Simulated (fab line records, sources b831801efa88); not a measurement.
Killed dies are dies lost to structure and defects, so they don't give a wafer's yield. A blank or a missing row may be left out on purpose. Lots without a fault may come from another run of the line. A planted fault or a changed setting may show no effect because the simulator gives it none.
Chamber matching | flow sky130 | SKY_VIA3_ETCH_14 on rie_diel-04: 4 sister chambers
The step etches BARC in N2/H2, stops on SiO2, time 45.9 s, target depth 60 nm. 20 wafers are shown with their chamber, then 10 later ones without.

WAFERS WITH THEIR CHAMBER
wafer  | chamber | drypump_motor_current_A (A) | oes_product_au (a.u.) | throttle_valve_pct (%)
L075.3 | 2       | 5.6                         | 0.847                 | 13.212
L075.4 | 0       | 5.0                         | 0.854                 | 13.226
L075.5 | 1       | 5.2                         | 0.855                 | 13.216
L077.1 | 2       | 5.6                         | 0.863                 | 13.207
L077.2 | 3       | 5.4                         | 0.846                 | 13.241
L077.4 | 1       | 5.2                         | 0.849                 | 13.220
L078.1 | 2       | 5.7                         | 0.856                 | 13.218
L078.5 | 3       | 5.3                         | 0.848                 | 13.221
L078.6 | 2       | 5.6                         | 0.861                 | 13.214
L079.2 | 3       | 5.3                         | 0.856                 | 13.233
L079.3 | 1       | 5.2                         | 0.845                 | 13.225
L079.4 | 2       | 5.7                         | 0.853                 | 13.224
L081.1 | 0       | 5.0                         | 0.850                 | 13.217
L081.3 | 2       | 5.6                         | 0.852                 | 13.217
L081.4 | 1       | 5.2                         | 0.857                 | 13.221
L091.4 | 1       | 5.2                         | 0.850                 | 13.202
L091.5 | 2       | 5.7                         | 0.861                 | 13.232
L091.6 | 3       | 5.4                         | 0.851                 | 13.207
L092.1 | 3       | 5.3                         | 0.857                 | 13.224
L092.4 | 0       | 5.0                         | 0.855                 | 13.229

SIGNATURES (means of the wafers above)
reading                 | chamber 0 | chamber 1 | chamber 2 | chamber 3 | scatter within a chamber
drypump_motor_current_A | 5.000     | 5.200     | 5.643     | 5.340     | 0.0427
oes_product_au          | 0.85300   | 0.85120   | 0.85614   | 0.85160   | 0.00503
throttle_valve_pct      | 13.22400  | 13.21680  | 13.21771  | 13.22520  | 0.00955
Rule: a wafer's distance from a chamber is the root of the sum, over the readings, of the square of ((its reading less the chamber's mean) divided by the reading's scatter). The wafer belongs to the nearest chamber; if the next one is less than 2 further off, it can't be placed. The scatter: the root of (the sum of the squares of (reading less its chamber's mean) over the shown wafers, divided by (wafers less chambers)).

WAFERS WITHOUT THEIR CHAMBER
wafer  | drypump_motor_current_A (A) | oes_product_au (a.u.) | throttle_valve_pct (%)
L092.6 | 5.3                         | 0.860                 | 13.216
L093.2 | 5.0                         | 0.856                 | 13.227
L093.3 | 5.2                         | 0.852                 | 13.214
L093.5 | 5.2                         | 0.851                 | 13.219
L094.1 | 5.4                         | 0.859                 | 13.225
L094.2 | 5.2                         | 0.858                 | 13.218
L094.5 | 5.0                         | 0.857                 | 13.223
L095.1 | 5.6                         | 0.854                 | 13.225
L095.2 | 5.4                         | 0.852                 | 13.217
L095.5 | 5.0                         | 0.859                 | 13.213

WHICH CHAMBER EACH WENT THROUGH
wafer  | from the rows above     | in truth
L092.6 | can't be placed: 3 or 1 | 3
L093.2 | 0                       | 0
L093.3 | 1                       | 1
L093.5 | 1                       | 1
L094.1 | 3                       | 3
L094.2 | 1                       | 1
L094.5 | 0                       | 0
L095.1 | 2                       | 2
L095.2 | 3                       | 3
L095.5 | 0                       | 0
Placed correctly: 9 of 10. Can't be placed from these rows: 1 (the true chamber is among the candidates in 1). Placed wrongly: 0.
